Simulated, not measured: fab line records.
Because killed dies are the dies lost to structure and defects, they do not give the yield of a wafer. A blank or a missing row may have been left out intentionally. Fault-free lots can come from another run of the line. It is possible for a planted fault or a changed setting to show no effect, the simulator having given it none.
Which of the tools did it? / flow gf180mcu / 24 lots with 72 wafers sampled at 3 steps, on a route of 602 steps

WHAT EACH GAUGE READ, for each wafer
GF_V3_THK_MEAS_03. Usual: V3_CVD_02_THK 854 nm, standard deviation 11.
lot=L074; measured=day 21 09:35; on=film metro-03; V3_CVD_02_THK (nm)=856 846 864; flag=
lot=L075; measured=day 21 17:01; on=film metro-02; V3_CVD_02_THK (nm)=837 855 843; flag=
lot=L076; measured=day 22 00:55; on=film metro-01; V3_CVD_02_THK (nm)=854 859 862; flag=
lot=L077; measured=day 22 12:58; on=film metro-03; V3_CVD_02_THK (nm)=840 849 853; flag=
lot=L078; measured=day 22 19:40; on=film metro-01; V3_CVD_02_THK (nm)=847 859 863; flag=
lot=L079; measured=day 23 08:10; on=film metro-01; V3_CVD_02_THK (nm)=850 852 854; flag=
lot=L080; measured=day 23 17:10; on=film metro-03; V3_CVD_02_THK (nm)=852 848 865; flag=
lot=L081; measured=day 23 22:43; on=film metro-03; V3_CVD_02_THK (nm)=837 835 852; flag=
lot=L082; measured=day 24 08:14; on=film metro-02; V3_CVD_02_THK (nm)=840 849 869; flag=
lot=L083; measured=day 24 15:33; on=film metro-01; V3_CVD_02_THK (nm)=855 845 848; flag=
lot=L084; measured=day 25 00:19; on=film metro-03; V3_CVD_02_THK (nm)=852 853 855; flag=
lot=L085; measured=day 25 11:37; on=film metro-02; V3_CVD_02_THK (nm)=838 848 865; flag=
lot=L086; measured=day 25 18:44; on=film metro-02; V3_CVD_02_THK (nm)=857 847 874; flag=
lot=L087; measured=day 26 01:40; on=film metro-03; V3_CVD_02_THK (nm)=864 870 868; flag=
lot=L088; measured=day 26 07:47; on=film metro-02; V3_CVD_02_THK (nm)=838 867 854; flag=
lot=L089; measured=day 26 10:43; on=film metro-03; V3_CVD_02_THK (nm)=837 844 849; flag=
lot=L090; measured=day 27 00:31; on=film metro-01; V3_CVD_02_THK (nm)=843 847 845; flag=
lot=L091; measured=day 27 02:13; on=film metro-01; V3_CVD_02_THK (nm)=836 845 844; flag=
lot=L092; measured=day 27 13:35; on=film metro-02; V3_CVD_02_THK (nm)=849 858 868; flag=
lot=L093; measured=day 27 17:42; on=film metro-01; V3_CVD_02_THK (nm)=855 876 862; flag=
lot=L094; measured=day 27 22:15; on=film metro-01; V3_CVD_02_THK (nm)=860 868 881; flag=
lot=L095; measured=day 28 07:18; on=film metro-01; V3_CVD_02_THK (nm)=835 846 861; flag=
lot=L096; measured=day 28 14:02; on=film metro-01; V3_CVD_02_THK (nm)=849 858 881; flag=
lot=L097; measured=day 29 02:23; on=film metro-02; V3_CVD_02_THK (nm)=857 855 866; flag=

EACH LOT AND THE TOOL THAT RAN IT (in order: tool; ch and the chambers of the sampled wafers; start)
lot=L074; GF_M2_SPUTTER_03=pvd sputter-04, day 18 04:04; GF_V2_ETCH_16=rie diel-01 ch 1,3, day 20 06:38
lot=L075; GF_M2_SPUTTER_03=pvd sputter-01, day 18 11:46; GF_V2_ETCH_16=rie diel-01 ch 0,1,3, day 20 14:53
lot=L076; GF_M2_SPUTTER_03=pvd sputter-04, day 18 18:50; GF_V2_ETCH_16=rie diel-02 ch 1,2, day 20 22:23
lot=L077; GF_M2_SPUTTER_03=pvd sputter-04, day 19 07:44; GF_V2_ETCH_16=rie diel-01 ch 0,2,3, day 21 10:38
lot=L078; GF_M2_SPUTTER_03=pvd sputter-04, day 19 14:40; GF_V2_ETCH_16=rie diel-04 ch 1,2, day 21 17:41
lot=L079; GF_M2_SPUTTER_03=pvd sputter-04, day 20 05:17; GF_V2_ETCH_16=rie diel-02 ch 0,1, day 22 06:32
lot=L080; GF_M2_SPUTTER_03=pvd sputter-04, day 20 15:04; GF_V2_ETCH_16=rie diel-01 ch 0,3, day 22 16:02
lot=L081; GF_M2_SPUTTER_03=pvd sputter-02, day 20 19:37; GF_V2_ETCH_16=rie diel-04 ch 0,2,3, day 22 21:17
lot=L082; GF_M2_SPUTTER_03=pvd sputter-02, day 21 07:56; GF_V2_ETCH_16=rie diel-01 ch 0,1,2, day 23 07:50
lot=L083; GF_M2_SPUTTER_03=pvd sputter-02, day 21 14:49; GF_V2_ETCH_16=rie diel-01 ch 0,2,3, day 23 15:08
lot=L084; GF_M2_SPUTTER_03=pvd sputter-01, day 22 01:20; GF_V2_ETCH_16=rie diel-04 ch 0,1, day 24 00:17
lot=L085; GF_M2_SPUTTER_03=pvd sputter-04, day 22 12:26; GF_V2_ETCH_16=rie diel-04 ch 0,3, day 24 11:50
lot=L086; GF_M2_SPUTTER_03=pvd sputter-01, day 22 20:42; GF_V2_ETCH_16=rie diel-01 ch 0,1,3, day 24 19:08
lot=L087; GF_M2_SPUTTER_03=pvd sputter-02, day 23 04:42; GF_V2_ETCH_16=rie diel-02 ch 0,1,3, day 25 02:20
lot=L088; GF_M2_SPUTTER_03=pvd sputter-04, day 23 10:56; GF_V2_ETCH_16=rie diel-04 ch 0,1,3, day 25 08:44
lot=L089; GF_M2_SPUTTER_03=pvd sputter-01, day 23 13:40; GF_V2_ETCH_16=rie diel-04 ch 1,2, day 25 10:53
lot=L090; GF_M2_SPUTTER_03=pvd sputter-04, day 24 04:43; GF_V2_ETCH_16=rie diel-01 ch 1,2,3, day 26 01:26
lot=L091; GF_M2_SPUTTER_03=pvd sputter-04, day 24 07:37; GF_V2_ETCH_16=rie diel-01 ch 0,2,3, day 26 03:29
lot=L092; GF_M2_SPUTTER_03=pvd sputter-02, day 24 19:26; GF_V2_ETCH_16=rie diel-04 ch 0,2,3, day 26 14:26
lot=L093; GF_M2_SPUTTER_03=pvd sputter-02, day 25 00:32; GF_V2_ETCH_16=rie diel-04 ch 0,2, day 26 19:44
lot=L094; GF_M2_SPUTTER_03=pvd sputter-04, day 25 05:03; GF_V2_ETCH_16=rie diel-04 ch 0,1, day 26 23:29
lot=L095; GF_M2_SPUTTER_03=pvd sputter-01, day 25 13:31; GF_V2_ETCH_16=rie diel-04 ch 0,3, day 27 08:50
lot=L096; GF_M2_SPUTTER_03=pvd sputter-02, day 25 20:43; GF_V2_ETCH_16=rie diel-04 ch 2,3, day 27 15:35
lot=L097; GF_M2_SPUTTER_03=pvd sputter-04, day 26 09:35; GF_V2_ETCH_16=rie diel-01 ch 0,2,3, day 28 03:59
- GF_M2_SPUTTER_03: material Ti, target thk 10 nm, time 6.576 s.
- GF_V2_ETCH_16: etches BARC in N2/H2.

WHAT THE TOOLS THEMSELVES READ (means of the sampled wafers that have a number; where no wafer has one, the mark that the record gives instead)
GF_M2_SPUTTER_03. Usual: substrate temp c 299.97 C, standard deviation 0.22; throttle valve pct 29.9 %, standard deviation 0.95.
lot=L074; tool=pvd sputter-04; substrate temp c (C)=299.85; throttle valve pct (%)=30.4; flag=
lot=L075; tool=pvd sputter-01; substrate temp c (C)=300.04; throttle valve pct (%)=29.0; flag=
lot=L076; tool=pvd sputter-04; substrate temp c (C)=299.94; throttle valve pct (%)=30.5; flag=
lot=L077; tool=pvd sputter-04; substrate temp c (C)=299.88; throttle valve pct (%)=30.8; flag=
lot=L078; tool=pvd sputter-04; substrate temp c (C)=300.04; throttle valve pct (%)=30.7; flag=
lot=L079; tool=pvd sputter-04; substrate temp c (C)=299.85; throttle valve pct (%)=30.7; flag=
lot=L080; tool=pvd sputter-04; substrate temp c (C)=299.97; throttle valve pct (%)=30.6; flag=
lot=L081; tool=pvd sputter-02; substrate temp c (C)=300.10; throttle valve pct (%)=28.5; flag=
lot=L082; tool=pvd sputter-02; substrate temp c (C)=300.25; throttle valve pct (%)=29.8; flag=
lot=L083; tool=pvd sputter-02; substrate temp c (C)=299.71; throttle valve pct (%)=29.4; flag=
lot=L084; tool=pvd sputter-01; substrate temp c (C)=299.99; throttle valve pct (%)=29.2; flag=
lot=L085; tool=pvd sputter-04; substrate temp c (C)=299.91; throttle valve pct (%)=30.6; flag=
lot=L086; tool=pvd sputter-01; substrate temp c (C)=299.89; throttle valve pct (%)=28.9; flag=
lot=L087; tool=pvd sputter-02; substrate temp c (C)=299.85; throttle valve pct (%)=29.8; flag=
lot=L088; tool=pvd sputter-04; substrate temp c (C)=300.28; throttle valve pct (%)=31.1; flag=
lot=L089; tool=pvd sputter-01; substrate temp c (C)=300.02; throttle valve pct (%)=29.2; flag=
lot=L090; tool=pvd sputter-04; substrate temp c (C)=299.50; throttle valve pct (%)=30.6; flag=
lot=L091; tool=pvd sputter-04; substrate temp c (C)=299.99; throttle valve pct (%)=30.2; flag=
lot=L092; tool=pvd sputter-02; substrate temp c (C)=300.06; throttle valve pct (%)=29.0; flag=
lot=L093; tool=pvd sputter-02; substrate temp c (C)=300.01; throttle valve pct (%)=29.0; flag=
lot=L094; tool=pvd sputter-04; substrate temp c (C)=299.70; throttle valve pct (%)=30.6; flag=
lot=L095; tool=pvd sputter-01; substrate temp c (C)=300.08; throttle valve pct (%)=29.0; flag=
lot=L096; tool=pvd sputter-02; substrate temp c (C)=300.04; throttle valve pct (%)=29.3; flag=
lot=L097; tool=pvd sputter-04; substrate temp c (C)=299.88; throttle valve pct (%)=31.0; flag=

GF_V2_ETCH_16. Usual: drypump motor current A 5.5 A, standard deviation 0.52; oes product au 0.855 a.u., standard deviation 0.0052; throttle valve pct 13.224 %, standard deviation 0.0092.
lot=L074; tool=rie diel-01; drypump motor current A (A)=6.2; oes product au (a.u.)=0.857; throttle valve pct (%)=13.219; flag=
lot=L075; tool=rie diel-01; drypump motor current A (A)=5.8; oes product au (a.u.)=0.852; throttle valve pct (%)=13.229; flag=
lot=L076; tool=rie diel-02; drypump motor current A (A)=5.2; oes product au (a.u.)=0.856; throttle valve pct (%)=13.225; flag=
lot=L077; tool=rie diel-01; drypump motor current A (A)=5.6; oes product au (a.u.)=0.857; throttle valve pct (%)=13.225; flag=
lot=L078; tool=rie diel-04; drypump motor current A (A)=5.4; oes product au (a.u.)=0.854; throttle valve pct (%)=13.224; flag=
lot=L079; tool=rie diel-02; drypump motor current A (A)=5.4; oes product au (a.u.)=0.851; throttle valve pct (%)=13.226; flag=
lot=L080; tool=rie diel-01; drypump motor current A (A)=5.5; oes product au (a.u.)=0.858; throttle valve pct (%)=13.225; flag=
lot=L081; tool=rie diel-04; drypump motor current A (A)=4.9; oes product au (a.u.)=0.855; throttle valve pct (%)=13.227; flag=
lot=L082; tool=rie diel-01; drypump motor current A (A)=5.9; oes product au (a.u.)=0.854; throttle valve pct (%)=13.215; flag=
lot=L083; tool=rie diel-01; drypump motor current A (A)=5.7; oes product au (a.u.)=0.850; throttle valve pct (%)=13.225; flag=
lot=L084; tool=rie diel-04; drypump motor current A (A)=5.5; oes product au (a.u.)=0.859; throttle valve pct (%)=13.220; flag=
lot=L085; tool=rie diel-04; drypump motor current A (A)=4.9; oes product au (a.u.)=0.860; throttle valve pct (%)=13.225; flag=
lot=L086; tool=rie diel-01; drypump motor current A (A)=5.9; oes product au (a.u.)=0.859; throttle valve pct (%)=13.226; flag=
lot=L087; tool=rie diel-02; drypump motor current A (A)=5.6; oes product au (a.u.)=0.851; throttle valve pct (%)=13.214; flag=
lot=L088; tool=rie diel-04; drypump motor current A (A)=5.2; oes product au (a.u.)=0.853; throttle valve pct (%)=13.230; flag=
lot=L089; tool=rie diel-04; drypump motor current A (A)=5.4; oes product au (a.u.)=0.854; throttle valve pct (%)=13.223; flag=
lot=L090; tool=rie diel-01; drypump motor current A (A)=6.0; oes product au (a.u.)=0.857; throttle valve pct (%)=13.216; flag=
lot=L091; tool=rie diel-01; drypump motor current A (A)=5.6; oes product au (a.u.)=0.855; throttle valve pct (%)=13.240; flag=
lot=L092; tool=rie diel-04; drypump motor current A (A)=4.9; oes product au (a.u.)=0.852; throttle valve pct (%)=13.223; flag=
lot=L093; tool=rie diel-04; drypump motor current A (A)=5.0; oes product au (a.u.)=0.852; throttle valve pct (%)=13.221; flag=
lot=L094; tool=rie diel-04; drypump motor current A (A)=5.3; oes product au (a.u.)=0.858; throttle valve pct (%)=13.224; flag=
lot=L095; tool=rie diel-04; drypump motor current A (A)=4.8; oes product au (a.u.)=0.854; throttle valve pct (%)=13.228; flag=
lot=L096; tool=rie diel-04; drypump motor current A (A)=4.8; oes product au (a.u.)=0.862; throttle valve pct (%)=13.222; flag=
lot=L097; tool=rie diel-01; drypump motor current A (A)=5.6; oes product au (a.u.)=0.853; throttle valve pct (%)=13.228; flag=

THE ANSWER, worked out from the rows above alone
Rule: lot off if the mean of its wafers having a number is beyond 3 standard deviations from the usual mean. Also off: a lot with no number at a reading for which 4 or more lots have one. All remaining lots with rows at the step are treated as sound. First the gauges in route order, then the tools' own readings, where a lot's mean is used as printed above. The first step at which some lot is off is used, and at that step the reading that is off furthest; a lot without a number counts as furthest.
Across all readings shown, no lot is off: no conclusion can be drawn from this.

WHAT THE SIMULATOR PUT IN
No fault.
